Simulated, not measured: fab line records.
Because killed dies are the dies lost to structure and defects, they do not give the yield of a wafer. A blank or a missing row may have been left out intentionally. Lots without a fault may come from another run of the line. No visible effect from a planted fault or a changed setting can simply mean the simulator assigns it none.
Matching of chambers | flow gf180mcu | 4 sister chambers for GF_POLY_GATE_ETCH_13 on rie si-01
The step etches poly-Si in HBr/Cl2, stops on SiO2, target depth 198.5 nm, time 69.6 s. 4 wafers are shown with their chamber, then 7 later ones without.

## WAFERS PAIRED WITH THEIR CHAMBERS
wafer  | chamber | oes product au (a.u.)
L404.5 | 0       | 0.996
L405.5 | 1       | 0.993
L406.1 | 2       | 0.992
L406.2 | 3       | 1.000

## WAFERS WITH NO CHAMBER GIVEN
wafer  | oes product au (a.u.)
L406.5 | 0.986
L409.2 | 0.994
L409.4 | 0.981
L409.6 | 0.991
L419.2 | 0.996
L419.5 | 1.011
L419.6 | 0.996

## EACH ONE'S CHAMBER
wafer  | from the rows above               | in truth
L406.5 | can't be placed: 2 or 1 or 0 or 3 | 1
L409.2 | can't be placed: 1 or 0 or 2 or 3 | 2
L409.4 | can't be placed: 2 or 1 or 0 or 3 | 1
L409.6 | can't be placed: 2 or 1 or 0 or 3 | 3
L419.2 | can't be placed: 0 or 1 or 2 or 3 | 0
L419.5 | can't be placed: 3 or 0 or 1 or 2 | 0
L419.6 | can't be placed: 0 or 1 or 2 or 3 | 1
Correct placement for 0 of the 7. Can't be placed from these rows: 7 (the true chamber is among the candidates in 7). Wrongly placed: 0.
How it was worked out, from the rows above alone: a wafer's distance from a chamber is the root of the sum, over the readings, of the square of ((its reading less the chamber's mean) divided by the reading's scatter). If the next closest chamber is less than 2 further off than the closest, the wafer can't be placed; otherwise it belongs to the closest. The mean given for a chamber averages the wafers shown for that chamber. The scatter: with one shown wafer a chamber, the root of the mean of the squares of how far each hidden wafer lies from its nearest shown one.
